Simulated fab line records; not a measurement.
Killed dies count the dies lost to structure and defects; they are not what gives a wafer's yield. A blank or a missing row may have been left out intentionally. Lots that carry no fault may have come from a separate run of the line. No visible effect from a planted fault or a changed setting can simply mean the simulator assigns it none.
Which tool was responsible?	flow gf180mcu	6 lots, 18 wafers sampled, at 2 steps of a route of 602

WHAT THE GAUGES READ, wafer by wafer
GF_PSD_RS_MEAS_14: the measuring method here is four-point-probe.
lot	measured	on	NSD_RS (ohm/sq)
L457	day 15 09:07	film_metro-02	43.64 43.61 43.64 43.62 43.66 43.70
L460	day 16 14:41	film_metro-02	43.66 43.66 43.68 43.72 43.71 43.67
L468	day 19 12:13	film_metro-04	46.21 46.23 46.17
L471	day 20 10:25	film_metro-03	46.13 46.15 46.23
L473	day 21 01:04	film_metro-02	46.31 46.34 46.38
L477	day 22 10:59	film_metro-04	46.23 46.34 46.31

WHICH TOOL RAN EACH LOT (tool, then ch and the chambers of the sampled wafers, then the start)
lot	GF_PSD_RTA_13
L457	rtp_anneal-02 ch 0, day 15 09:02
L460	rtp_anneal-02 ch 0, day 16 14:37
L468	rtp_anneal-02 ch 0, day 19 12:08
L471	rtp_anneal-01 ch 0, day 20 10:20
L473	rtp_anneal-02 ch 0, day 21 00:59
L477	rtp_anneal-02 ch 0, day 22 10:55
- GF_PSD_RTA_13: time 20 s.

THE ANSWER, worked out from the rows above alone
Rule: what is usual is taken from the lots themselves. Put in order of their means at a reading, lots are off if they are a third of the lots or fewer, leave a main group of 4 or more, and stand apart from it by a gap of 3 or more times the standard deviation of the main group's means; of several such gaps the widest counts. The tables above print the reading to a certain number of digits; a main group whose means all agree to those digits is not used. A lot without any number at a reading at which 4 lots or more have one is off too. The other lots that the step has rows for count as sound.
Off: L457, L460, seen at GF_PSD_RS_MEAS_14 (NSD_RS). The main group: mean 46.25 ohm/sq, standard deviation 0.069.
A tool fits if, at a process step before that reading, it ran every lot that is off, and no sound lot after the first of them. The gauges at GF_PSD_RS_MEAS_14 are tried like those tools. None of those tried fits.

WHAT WAS PUT IN BY THE SIMULATOR
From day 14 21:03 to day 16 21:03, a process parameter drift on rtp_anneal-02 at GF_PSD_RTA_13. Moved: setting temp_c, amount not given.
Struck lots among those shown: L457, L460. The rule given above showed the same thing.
